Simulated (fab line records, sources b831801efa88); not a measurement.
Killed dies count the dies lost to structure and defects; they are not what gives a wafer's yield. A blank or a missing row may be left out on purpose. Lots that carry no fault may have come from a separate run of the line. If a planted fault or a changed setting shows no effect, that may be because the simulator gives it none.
Problem report in the 8D (eight disciplines) form, filled by code    flow sfq_line    the parts of the form that need people (team, actions taken, sign-off) are left out

## 1. WHAT WENT WRONG
heater_power_total_W at SFQ_TRILAYER_I0_VIA_LITHO_PEB_034 reads a mean of 87.49 W on 6 wafers of 2 lots; wafers without a fault read 79.15 W with a standard deviation of 0.068. That is +99 or more standard deviations from the usual mean.
The step: peb time 60 s.
The first sign was on wafer L276.1 at day 12 19:37, on litho_track-02. The record has a number at this step for 18 wafers belonging to 6 lots. By rule, "out" or "out of limits" means more than 4 standard deviations away from the usual mean. The other wafers with a number count as sound.

## 2. WHAT IT IS AND WHAT IT IS NOT
question                     is                      is not
which readings at this step  heater_power_total_W    -
which lots                   L276, L277              L266, L279, L283, L286
which wafers of those lots   all that have a number  -
read on which tools          litho_track-02          litho_track-01, litho_track-04
when                         from day 12 19:37       up to then (3 sound wafers); but 9 sound wafers of L279, L283, L286 came after

## 3. THE SUSPECTS, EACH WITH WHAT RULES IT OUT
Counting: a tool at a process step up to the reading stays a suspect if it ran every lot that is out and no sound lot after the first of them.
- cmp-02 at SFQ_TRILAYER_I0_CMP_CMP_028 (polishes SiO2): ruled out as a lasting fault. After its first lot that is out, L276 (day 10 17:43), sound lots L279, L286 ran on it.
- litho_track-02 at SFQ_TRILAYER_I0_VIA_LITHO_PEB_034 (peb time 60 s): kept. Every lot that is out went through it, starting with L276 (day 12 19:37), and after that it ran no sound lot; the last sound lot it ran before then is L266 (day 9 14:04). Out on those wafers are its own readings of heater_power_total_W.
Remaining after the count: litho_track-02 at SFQ_TRILAYER_I0_VIA_LITHO_PEB_034.

## 4. THE CAUSE (what the simulator had put in)
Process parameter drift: litho_track-02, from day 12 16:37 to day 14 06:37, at SFQ_TRILAYER_I0_VIA_LITHO_PEB_034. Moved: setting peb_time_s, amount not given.
This tool alone remained once counting was done.

## 5. SEQUENCE OF EFFECTS, ordered by route
Rows list readings where the struck wafers' mean (over those with a number) sits beyond 3 standard deviations from the usual. Only readings for which the record gives a usual standard deviation are gone through. hours: the time from each lot's start at the first step in this table that gives one to its start at this step, as a median over the lots. sigmas: the change in usual standard deviations.
hours  step                               reading               usual    on struck wafers  change  sigmas
0      SFQ_TRILAYER_I0_VIA_LITHO_PEB_034  heater_power_total_W  79.15 W  87.49             +8.34   +99 or more
The process steps in it:
- SFQ_TRILAYER_I0_VIA_LITHO_PEB_034: peb time 60 s.
Later steps that measure or inspect, where all struck wafers having a row at the step show a number for every such reading and not one has moved that far: SFQ_I0_OVL_MEAS_908.

## 6. WHAT WOULD HAVE CAUGHT IT SOONER
In this record the first reading out of limits was taken at day 12 19:37, 3 hours after the fault began at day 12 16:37.
